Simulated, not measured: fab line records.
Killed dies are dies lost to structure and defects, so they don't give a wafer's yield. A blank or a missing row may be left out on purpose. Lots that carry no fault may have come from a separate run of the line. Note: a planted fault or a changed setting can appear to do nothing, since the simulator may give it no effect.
fab line records	flow sky130
[record] lots = 6	wafers = 18	last-day = 50
route steps=708 shown CAP2M@612 METAL4@621 PAD_OPEN@708
lots that met no fault: taken from a fault-free run of the same line
start-h: hours from the record's opening day to when the first of the lot's shown wafers began	wait-h: hours elapsed since this lot's preceding step	" identical to the entry in the row above	L1.1+2: a row that stands for several wafers	- no value, or no start was given	* or withheld: withheld	< > ~ a bound
route shown NAME@n: a module of which the file shows steps, and the number in the route of the first	usual: average and standard deviation across the fault-free wafers	same: alike in all rows	chamber/n: place in a boat	sites: readings site by site	_std_site: the standard deviation of these	_edge_site: the outer-site mean with the inner-site mean subtracted	radius-mm: how far each site lies from the wafer's centre	mask NAME#n: copy n	behind: the most recent tool/chamber to have shaped the wafer	hold: what put the lot on hold/how long, in hours/how the hold closed	device: the transistor (n, p or np) that didn't switch	end of line: at the end of the route, the tests of the same wafers	a step given without rows: its recipe and nothing more	killed: not the wafer's yield, but the dies lost to structure and defects at the first sort	map: a wafer's dies, marking killed ones x, the rest . and places with no die _
set.NAME: the setting that was run; set.NAME@STEP: the one run at that earlier step	model.NAME: the simulator's own value behind a step, which no gauge read
lots seen at some steps along the route; tables by step, rows by wafer
services: a tool's chamber out of use, with start hour (start-h, from the record's first day; less than 0 if before it), hours out, and reason
[[steps]]
[step SKY_CAP2M_EXPOSE_09]
[recipe] mask-id = CAP2M	na = 0.6	source-shape = conventional	sigma-outer = 0.6	polarization = unpolarized	target-cd-nm = 1000	dose-mj = 159
[step SKY_CAP2M_PEB_10]
[recipe] temp-c = withheld	time-s = *	resist = NOVOLAK
[step SKY_CAP2M_DEVELOP_11]
[recipe] resist = NOVOLAK	developer = TMAH	develop-time-s = 60	dev-temp-c = 23
[step SKY_CAP2M_OVL_MEAS_12]
[usual] CAP2M_OVL = -0.2/1.2
lot.wafer	tool	chamber	start-h	wait-h	CAP2M_OVL[nm]
L852.2	overlay-01	-	953.03	0.1	-1.0
L852.5	"	-	"	"	-0.9
L852.6	"	-	"	"	0.4
L859.1	overlay-02	-	1008.03	0.1	0.9
L859.2	"	-	"	"	0.6
L859.5	"	-	"	"	-0.2
L862.1	overlay-01	-	1030.16	0.1	-0.4
L862.3	"	-	"	"	-0.2
L862.4	"	-	"	"	-0.1
L865.1	overlay-02	-	1047.48	0.1	0.1
L865.2	"	-	"	"	2.0
L865.5	"	-	"	"	-0.5
L868.1	overlay-02	-	1064.12	0.1	1.9
L868.2	"	-	"	"	0.4
L868.4	"	-	"	"	0.7
L875.1	overlay-01	-	1114.87	0.1	-1.1
L875.3	"	-	"	"	0.0
L875.6	"	-	"	"	0.3
[step SKY_CAP2M_METAL_ETCH_13]
[recipe] target-depth-nm = 220	stop-on = SiO2	chemistry = Cl2/BCl3	target = TiN	pressure-mtorr = 10	icp-w = 900	bias-w = 48.5	Cl2_flow_sccm = 60	bcl3-flow-sccm = 30	time-s = 62.9
[usual] bcl3-flow-sccm = 30.00/0.087	bias-w = 48.50/0.14	drypump-motor-current-A = 5.6/0.41	oes-product-au = 0.942/0.0073	throttle-valve-pct = 21.902/0.011
lot.wafer	tool	chamber	start-h	wait-h	bcl3-flow-sccm	bias-w	drypump-motor-current-A	oes-product-au	rf-hours-counter-h	throttle-valve-pct
L852.2	rie-metal-02	0	953.06	0.0	29.89	48.45	5.2	0.938	14	21.929
L852.5	"	0	"	"	29.96	48.22	5.2	0.961	-	21.908
L852.6	"	1	"	"	30.10	48.44	5.0	0.949	-	21.893
L859.1	rie-metal-04	1	1008.06	0.0	29.94	48.28	5.4	0.949	14	21.902
L859.2	"	0	"	"	29.94	48.54	5.9	0.943	15	21.900
L859.5	"	1	"	"	30.05	48.51	5.5	0.935	-	21.890
L862.1	rie-metal-02	1	1030.20	0.0	30.01	48.47	5.0	0.956	15	21.886
L862.3	"	0	"	"	29.96	48.74	5.2	0.945	-	21.904
L862.4	"	1	"	"	30.04	48.50	5.0	0.944	-	21.912
L865.1	rie-metal-04	0	1047.51	0.0	30.10	48.50	6.0	0.948	17	21.913
L865.2	"	1	"	"	30.01	48.51	5.5	0.953	17	21.913
L865.5	"	0	"	"	29.91	48.46	5.9	0.954	-	21.901
L868.1	rie-metal-03	1	1064.16	0.0	29.93	48.55	5.9	0.945	16	21.894
L868.2	"	0	"	"	29.90	48.48	6.2	0.947	14	21.901
L868.4	"	0	"	"	29.92	48.52	6.2	0.944	-	21.883
L875.1	rie-metal-04	1	1114.91	0.0	30.11	48.49	5.5	0.944	22	21.902
L875.3	"	1	"	"	30.01	48.43	5.5	0.945	-	21.892
L875.6	"	1	"	"	30.05	48.34	5.5	0.947	-	21.905
[step SKY_CAP2M_STRIP_14]
[recipe] chemistry = O2/N2	power-w = 1400	pressure-mtorr = 1500	platen-temp-c = withheld	o2-flow-sccm = 3000	n2-flow-sccm = 300	overash-fraction = 0.5
[usual] drypump-motor-current-A = 5.9/0.39	oes-product-au = 0.710/0.0043	strip-time-to-endpoint-s = 12.66/0.051
lot.wafer	tool	chamber	start-h	wait-h	drypump-motor-current-A	oes-product-au	rf-hours-counter-h	strip-time-to-endpoint-s
L852.2	plasma-asher-03	1	953.14	0.1	5.7	0.708	106	12.63
L852.5	"	0	"	"	5.7	0.714	-	12.67
L852.6	"	1	"	"	5.7	0.708	-	12.59
L859.1	plasma-asher-02	0	1008.14	0.1	5.2	0.705	29	12.64
L859.2	"	1	"	"	6.1	0.714	29	12.71
L859.5	"	0	"	"	5.2	0.714	-	12.67
L862.1	plasma-asher-03	1	1030.27	0.1	5.7	0.711	114	12.71
L862.3	"	0	"	"	5.7	0.713	-	12.78
L862.4	"	1	"	"	5.7	0.720	-	12.73
L865.1	plasma-asher-01	0	1047.59	0.1	6.5	0.713	58	12.64
L865.2	"	1	"	"	6.0	0.718	58	12.60
L865.5	"	1	"	"	6.1	0.710	-	12.70
L868.1	plasma-asher-01	0	1064.23	0.1	6.5	0.703	60	12.69
L868.2	"	1	"	"	6.0	0.710	60	12.66
L868.4	"	0	"	"	6.5	0.708	-	12.69
L875.1	plasma-asher-02	1	1115.01	0.1	6.1	0.716	39	12.78
L875.3	"	1	"	"	6.1	0.710	-	12.73
L875.6	"	0	"	"	5.2	0.709	-	12.74
[step SKY_CAP2M_STRIP_15]
[recipe] chemistry = post-etch-residue-remover	time-s = 1200	temp-c = 72.5
[step SKY_CAP2M_CLEAN_16]
[recipe] chemistry = IPA	time-s = 180	temp-c = 25
[step SKY_CAP2M_CLEAN_17]
[recipe] chemistry = O3/DIW	dry = n2-spin
[step SKY_METAL4_DEHYDRATE_05]
[recipe] temp-c = 200	time-s = 60
[step SKY_METAL4_HMDS_06]
[recipe] prime-time-s = 60	prime-temp-c = 120
[step SKY_METAL4_COAT_07]
[recipe] resist = BARC	temp-c = withheld	time-s = withheld	spin-rpm = 3000	resist-thk-nm = 60
[step SKY_METAL4_COAT_08]
[recipe] resist = KrF-thick	spin-rpm = 3000	resist-thk-nm = 1140
lot.wafer	tool	chamber	start-h	wait-h	model.KrF-thick_of_METAL4_COAT_08.thk-nm
L852.2	litho-track-02	0	965	-	1137
L852.5	"	0	"	"	1135
L852.6	"	0	"	"	1136
L859.1	litho-track-04	0	1020	-	1139
L859.2	"	0	"	"	1142
L859.5	"	0	"	"	1134
L862.1	litho-track-04	0	1041	-	1114
L862.3	"	0	"	"	1117
L862.4	"	0	"	"	1112
L865.1	litho-track-04	0	1058	-	1108
L865.2	"	0	"	"	1109
L865.5	"	0	"	"	1107
L868.1	litho-track-02	0	1075	-	1130
L868.2+4	"	0	"	"	1135
L875.1	litho-track-02	0	1125	-	1135
L875.3	"	0	"	"	1138
L875.6	"	0	"	"	1139
[step SKY_METAL4_SOFTBAKE_09]
[recipe] temp-c = 100	time-s = 90	resist = KrF-thick
[step SKY_METAL4_EXPOSE_10]
[recipe] mask-id = MM4	na = 0.68	source-shape = annular	sigma-inner = 0.4	sigma-outer = 0.8	target-cd-nm = 300	dose-mj = 28
[step SKY_METAL4_PEB_11]
[recipe] peb-temp-c = withheld	peb-time-s = withheld	resist = KrF-thick
[step SKY_METAL4_DEVELOP_12]
[recipe] develop-time-s = 60	resist = KrF-thick	dev-temp-c = 21
[step SKY_METAL4_CD_MEAS_13]
[recipe] target-cd-nm = 300
[usual] cd-nm = 300.7/1.8
lot.wafer	tool	chamber	start-h	wait-h	cd-nm
L852.2	cd-sem-02	-	977.10	-	297.0
L852.5	"	-	"	"	297.5
L852.6	"	-	"	"	296.5
L859.1	cd-sem-02	-	1031.69	-	302.0
L859.2	"	-	"	"	302.1
L859.5	"	-	"	"	301.5
L862.1	cd-sem-02	-	1052.48	-	298.0
L862.3	"	-	"	"	298.8
L862.4	"	-	"	"	297.3
L865.1	cd-sem-01	-	1069.63	-	296.1
L865.2	"	-	"	"	297.9
L865.5	"	-	"	"	296.1
L868.1	cd-sem-01	-	1085.81	-	301.6
L868.2	"	-	"	"	302.1
L868.4	"	-	"	"	303.4
L875.1	cd-sem-01	-	1135.28	-	299.8
L875.3	"	-	"	"	302.5
L875.6	"	-	"	"	301.0
[step SKY_METAL4_OVL_MEAS_14]
[usual] METAL4_OVL = 0/5.3
lot.wafer	tool	chamber	start-h	wait-h	METAL4_OVL[nm]
L852.2	overlay-02	-	977.20	0.1	10
L852.5	"	-	"	"	9
L852.6	"	-	"	"	7
L859.1	overlay-02	-	1031.81	0.1	-1
L859.2	"	-	"	"	-1
L859.5	"	-	"	"	-1
L862.1	overlay-02	-	1052.60	0.1	-2
L862.3	"	-	"	"	-4
L862.4	"	-	"	"	2
L865.1	overlay-02	-	1069.75	0.1	12
L865.2	"	-	"	"	9
L865.5	"	-	"	"	-2
L868.1	overlay-01	-	1085.93	0.1	-11
L868.2	"	-	"	"	-1
L868.4	"	-	"	"	-3
L875.1	overlay-01	-	1135.40	0.1	2
L875.3	"	-	"	"	1
L875.6	"	-	"	"	5
[step SKY_METAL4_DESCUM_15]
[recipe] chemistry = O2	source-power-w = 150	bias-power-w = 0	pressure-mtorr = 10	temp-c = 40	time-s = 8
[usual] drypump-motor-current-A = 5.7/0.6	oes-product-au = 0.998/0.0084
lot.wafer	tool	chamber	start-h	wait-h	drypump-motor-current-A	oes-product-au	rf-hours-counter-h
L852.2	rie-metal-02	1	977.23	0.0	5.0	1.006	12
L852.5	"	0	"	"	5.2	0.987	-
L852.6	"	1	"	"	5.0	1.009	-
L859.1	rie-metal-02	1	1031.85	0.0	5.0	1.002	15
L859.2	"	0	"	"	5.2	0.988	18
L859.5	"	0	"	"	5.2	0.983	-
L862.1	rie-metal-02	1	1052.63	0.0	5.0	1.012	16
L862.3	"	1	"	"	5.0	1.004	-
L862.4	"	0	"	"	5.2	0.983	-
L865.1	rie-metal-01	0	1069.78	0.0	6.4	1.000	25
L865.2	"	1	"	"	6.4	1.003	19
L865.5	"	0	"	"	6.3	1.011	-
L868.1	rie-metal-03	1	1085.97	0.0	5.9	0.990	18
L868.2	"	0	"	"	6.1	0.993	16
L868.4	"	1	"	"	5.9	0.997	-
L875.1	rie-metal-02	1	1135.43	0.0	5.0	1.007	21
L875.3	"	1	"	"	5.0	0.999	-
L875.6	"	0	"	"	5.2	0.981	-
[step SKY_METAL4_ETCH_16]
[recipe] chemistry = N2/H2	target = BARC	ion-energy-ev = 195.3	bias-w = 100	pressure-mtorr = 30	n2-flow-sccm = 100	h2-flow-sccm = 200	icp-w = 500	stop-on = SiO2	time-s = 88.2	target-depth-a = 600
[usual] bias-w = 99.9/0.33	drypump-motor-current-A = 5.7/0.59	oes-product-au = 0.626/0.005	throttle-valve-pct = 13.205/0.0091
lot.wafer	tool	chamber	start-h	wait-h	bias-w	drypump-motor-current-A	oes-product-au	rf-hours-counter-h	throttle-valve-pct
L852.2	rie-metal-02	1	977.26	0.0	100.0	5.0	0.624	12	13.198
L852.5	"	0	"	"	101.0	5.2	0.633	-	13.211
L852.6	"	1	"	"	99.8	5.0	0.634	-	13.201
L859.1	rie-metal-02	1	1031.88	0.0	100.0	5.0	0.625	15	13.202
L859.2	"	0	"	"	99.8	5.2	0.623	18	13.195
L859.5	"	0	"	"	99.5	5.2	0.625	-	13.194
L862.1	rie-metal-02	1	1052.66	0.0	99.7	5.1	0.625	16	13.203
L862.3	"	1	"	"	99.5	5.1	0.625	-	13.205
L862.4	"	0	"	"	99.6	5.2	0.622	-	13.206
L865.1	rie-metal-01	0	1069.81	0.0	100.3	6.4	0.624	25	13.208
L865.2	"	1	"	"	99.7	6.4	0.624	19	13.203
L865.5	"	0	"	"	100.0	6.4	0.631	-	13.185
L868.1	rie-metal-03	1	1086.00	0.0	99.8	5.9	0.615	18	13.213
L868.2	"	0	"	"	100.0	6.2	0.636	16	13.212
L868.4	"	1	"	"	100.0	5.9	0.626	-	13.203
L875.1	rie-metal-02	1	1135.46	0.0	99.4	5.1	0.619	21	13.203
L875.3	"	1	"	"	99.2	5.0	0.619	-	13.192
L875.6	"	0	"	"	99.7	5.2	0.616	-	13.199
[step SKY_METAL4_ETCH_17]
[recipe] target = SiO2	stop-on = TiN	chemistry = C4F8/O2/Ar	source-w = 1500	bias-w = 1200	pressure-mtorr = 40	c4f8-flow-sccm = withheld	O2_flow_sccm = 6	Ar_flow_sccm = 300	time-s = 3.9	target-depth-a = 150
[usual] bias-w = 1200/3.6	oes-product-au = 0.756/0.0073
lot.wafer	tool	chamber	start-h	wait-h	bias-w	oes-product-au	rf-hours-counter-h
L852.2	rie-diel-01	3	977.36	0.1	1203	0.755	9
L852.5	"	1	"	"	1196	0.756	-
L852.6	"	0	"	"	1194	0.754	-
L859.1	rie-diel-03	1	1031.98	0.1	1197	0.749	15
L859.2	"	3	"	"	1202	0.744	7
L859.5	"	0	"	"	1199	0.754	-
L862.1	rie-diel-03	0	1052.76	0.1	1191	0.755	10
L862.3	"	1	"	"	1209	0.753	16
L862.4	"	3	"	"	1202	0.765	7
L865.1	rie-diel-01	0	1069.91	0.1	1207	0.750	13
L865.2	"	1	"	"	1200	0.753	10
L865.5	"	0	"	"	1206	0.764	-
L868.1	rie-diel-03	1	1086.10	0.1	1201	0.754	17
L868.2	"	3	"	"	1197	0.756	8
L868.4	"	2	"	"	1200	0.762	17
L875.1	rie-diel-01	3	1135.56	0.1	1206	0.750	14
L875.3	"	1	"	"	1198	0.747	12
L875.6	"	0	"	"	1206	0.763	-
[step SKY_METAL4_METAL_ETCH_18]
[recipe] target-depth-a = 8450	stop-on = SiO2	over-etch-frac = 0.3	time-s = 183.1	chemistry = Cl2/BCl3	resist-sidewall-deg = 88	pressure-mtorr = 10	icp-w = 900	bias-w = 48.5	Cl2_flow_sccm = 60	bcl3-flow-sccm = 30
[usual] bcl3-flow-sccm = 30.01/0.088	bias-w = 48.51/0.13	drypump-motor-current-A = 5.9/0.51	oes-product-au = 0.865/0.0071	throttle-valve-pct = 22.265/0.0088
[same] over-etch-frac = 0.3
lot.wafer	tool	chamber	start-h	wait-h	bcl3-flow-sccm	bias-w	drypump-motor-current-A	oes-product-au	rf-hours-counter-h	throttle-valve-pct	model.KrF-thick_of_METAL4_COAT_08.thk-nm
L852.2	rie-metal-03	1	977.38	0.0	29.94	48.80	5.9	0.865	11	22.263	521.1
L852.5	"	1	"	"	29.91	48.64	5.9	0.876	-	22.248	521.7
L852.6	"	0	"	"	29.97	48.32	6.2	0.870	-	22.258	527.7
L859.1	rie-metal-01	1	1032.00	0.0	29.95	48.82	6.4	0.862	17	22.267	518.5
L859.2	"	0	"	"	30.06	48.19	6.5	0.857	23	22.258	519.2
L859.5	"	1	"	"	29.93	48.50	6.4	0.866	-	22.269	518.1
L862.1	rie-metal-01	0	1052.78	0.0	30.05	48.51	6.4	0.873	25	22.263	506.6
L862.3	"	0	"	"	30.00	48.45	6.4	0.884	-	22.266	504.6
L862.4	"	1	"	"	30.00	48.58	6.4	0.871	-	22.252	504
L865.1	rie-metal-03	0	1069.93	0.0	29.97	48.62	6.2	0.866	15	22.256	499.3
L865.2	"	1	"	"	30.06	48.43	5.9	0.863	17	22.274	503.4
L865.5	"	1	"	"	30.11	48.48	5.9	0.854	-	22.263	503
L868.1	rie-metal-02	0	1086.12	0.0	30.17	48.54	5.2	0.860	21	22.263	529.6
L868.2	"	1	"	"	29.89	48.52	5.0	0.866	17	22.270	518
L868.4	"	0	"	"	29.95	48.51	5.2	0.862	-	22.264	530.6
L875.1	rie-metal-01	0	1135.58	0.0	30.25	48.39	6.4	0.865	3	22.260	520.1
L875.3	"	0	"	"	30.12	48.35	6.4	0.875	-	22.259	525.6
L875.6	"	1	"	"	30.02	48.35	6.5	0.866	-	22.249	527.3
[step SKY_METAL4_STRIP_19]
[recipe] chemistry = O2/N2	power-w = 1400	pressure-mtorr = 1500	platen-temp-c = withheld	o2-flow-sccm = 3000	n2-flow-sccm = 300	overash-fraction = 0.5
[usual] drypump-motor-current-A = 5.9/0.41	oes-product-au = 0.502/0.0049	strip-time-to-endpoint-s = 6.54/0.067
lot.wafer	tool	chamber	start-h	wait-h	drypump-motor-current-A	oes-product-au	rf-hours-counter-h	strip-time-to-endpoint-s
L852.2	plasma-asher-01	1	977.56	0.1	6.0	0.491	51	6.46
L852.5	"	0	"	"	6.5	0.508	-	6.50
L852.6	"	1	"	"	6.0	0.502	-	6.55
L859.1	plasma-asher-02	1	1032.18	0.1	6.1	0.501	31	6.45
L859.2	"	0	"	"	5.2	0.497	31	6.47
L859.5	"	1	"	"	6.1	0.504	-	6.44
L862.1	plasma-asher-04	1	1052.96	0.1	5.6	0.495	93	6.32
L862.3	"	0	"	"	5.9	0.495	-	6.30
L862.4	"	1	"	"	5.5	0.494	-	6.29
L865.1	plasma-asher-02	1	1070.11	0.1	6.1	0.493	35	6.25
L865.2	"	0	"	"	5.2	0.487	35	6.30
L865.5	"	1	"	"	6.1	0.495	-	6.29
L868.1	plasma-asher-01	0	1086.29	0.1	6.5	0.497	62	6.57
L868.2	"	1	"	"	6.0	0.503	62	6.45
L868.4	"	0	"	"	6.5	0.509	-	6.57
L875.1	plasma-asher-04	1	1135.76	0.1	5.5	0.497	101	6.46
L875.3	"	0	"	"	5.8	0.505	-	6.51
L875.6	"	0	"	"	5.9	0.498	-	6.53
[step SKY_METAL4_STRIP_20]
[recipe] chemistry = post-etch-residue-remover	time-s = 1200	temp-c = 72.5
[step SKY_PAD_OPEN_PROBE_99]
[usual] defect-limited-yield = 82.6/2.1	killed_at_M0_to_M3 = 44/7.5	killed_at_M4_up = 3.1/1.7	killed-at-contacts = 24/6.2	killed-at-front-end = 15/4.2	killed-at-other = 0.4/0.58	killed-dies = 85/10	killed-open = 47/7.7	killed-short = 38/6.4	sort_bin_3_pad_short = 0.8/0.41	sort_bin_5_function = 10.3/1.7	sort_bin_6_memory = 6.2/1.1	sort-n-pass = 407/10	sort-yield-pct = 82.6/2.1
[same] gross-dies = 492	killed-at-back-side = 0	sort_bin_4_leakage[%] = 0	sort_bin_8_speed[%] = 0
lot.wafer	tool	chamber	start-h	wait-h	defect-limited-yield[%]	killed_at_M0_to_M3	killed_at_M4_up	killed-at-contacts	killed-at-front-end	killed-at-other	killed-dies	killed-open	killed-short	sort_bin_3_pad_short[%]	sort_bin_5_function[%]	sort_bin_6_memory[%]	sort-n-pass	sort-yield-pct[%]
L859.1	prober-01	-	1123.48	0.1	81.7	51	1	19	19	0	90	49	39	0.8	11.0	6.5	402	81.7
L859.2	prober-01	-	1123.53	0.1	83.5	39	2	19	20	1	81	45	35	0.8	8.5	7.1	411	83.5
L859.5	prober-01	-	1123.68	0.2	80.5	56	2	20	18	0	96	52	43	1.8	10.6	7.1	396	80.5
// killed by level:class
L859.1 VIA1:geometric-particle:open=15 METAL2:geometric-particle:short=12 LI_CONTACT:geometric-particle:open=9 CONTACT:geometric-particle:open=8 POLY_GATE:geometric-particle:short=6 VIA2:geometric-particle:open=6 SPACER:geometric-particle:short=4 METAL1:geometric-particle:open=4
L859.2 VIA1:geometric-particle:open=8 VIA2:geometric-particle:open=7 POLY_GATE:geometric-particle:open=5 CONTACT:geometric-particle:open=5 METAL1:geometric-particle:short=5 VIA1:geometric-particle:short=5 FIELD_ISO:geometric-particle:open=4 POLY_GATE:geometric-particle:short=4
L859.5 VIA1:geometric-particle:open=13 VIA1:geometric-particle:short=11 POLY_GATE:geometric-particle:open=7 VIA3:geometric-particle:open=7 LI_CONTACT:geometric-particle:open=6 METAL2:geometric-particle:short=6 VIA2:geometric-particle:open=6 LOCAL_INTERCONNECT:geometric-particle:short=5
[[services]]
tool	chamber	start-h	hours	kind
plasma-asher-04	-	948.72	29.3	repair
plasma-asher-04	-	963.55	2.9	repair
rie-metal-04	-	966.03	0.4	repair
rie-diel-03	-	967.18	2.8	pm
rie-diel-03	1	979.05	9.2	repair
rie-diel-01	1	1011.78	5.8	repair
rie-diel-03	2	1015.87	5.7	repair
plasma-asher-01	-	1042.24	1.0	repair
plasma-asher-01	-	1049.37	0.5	repair
rie-metal-02	-	1053.82	0.5	repair
plasma-asher-03	-	1055.25	9.0	pm
plasma-asher-03	0	1055.25	9.0	vent-cycle
rie-metal-02	-	1062.40	14.6	pm
rie-metal-01	0	1070.29	-	clean
rie-metal-01	0	1070.29	19.3	scheduled-down
rie-metal-01	0	1070.29	19.3	vent-cycle
plasma-asher-02	-	1075.28	0.8	repair
rie-diel-01	-	1079.50	1.7	repair
rie-metal-01	-	1109.55	0.8	repair
rie-diel-01	1	1109.59	13.3	repair
rie-diel-01	3	1117.67	2.6	repair
plasma-asher-04	-	1121.70	2.8	pm
plasma-asher-02	-	1127.48	2.8	pm
rie-diel-01	-	1131.10	0.3	repair
[[key]]
[first-sign] step = SKY_METAL4_STRIP_19	reading = strip-time-to-endpoint-s	direction = down	sigmas = 3.8	usual = *	struck = *
effect none on later readings
[model-effect] step = SKY_METAL4_COAT_08	value = KrF-thick_of_METAL4_COAT_08.thk-nm	without = 1138	struck = 1111
[model-effect] step = SKY_METAL4_METAL_ETCH_18	value = KrF-thick_of_METAL4_COAT_08.thk-nm	without = 529.8	struck = 503.5
met-at SKY_METAL4_COAT_08
struck-wafers L862.1,L862.3,L862.4,L865.1,L865.2,L865.5
onset-between 1020 1041
[fault] kind = process-parameter-drift	tool = litho-track-04	chamber = -	onset-h = 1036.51	steps = SKY_METAL4_COAT_08	channel = resist-thk-nm	offset = -26.374	shape = step	end-h = 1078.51	acts-in = these-recipes-only	stated = 1140
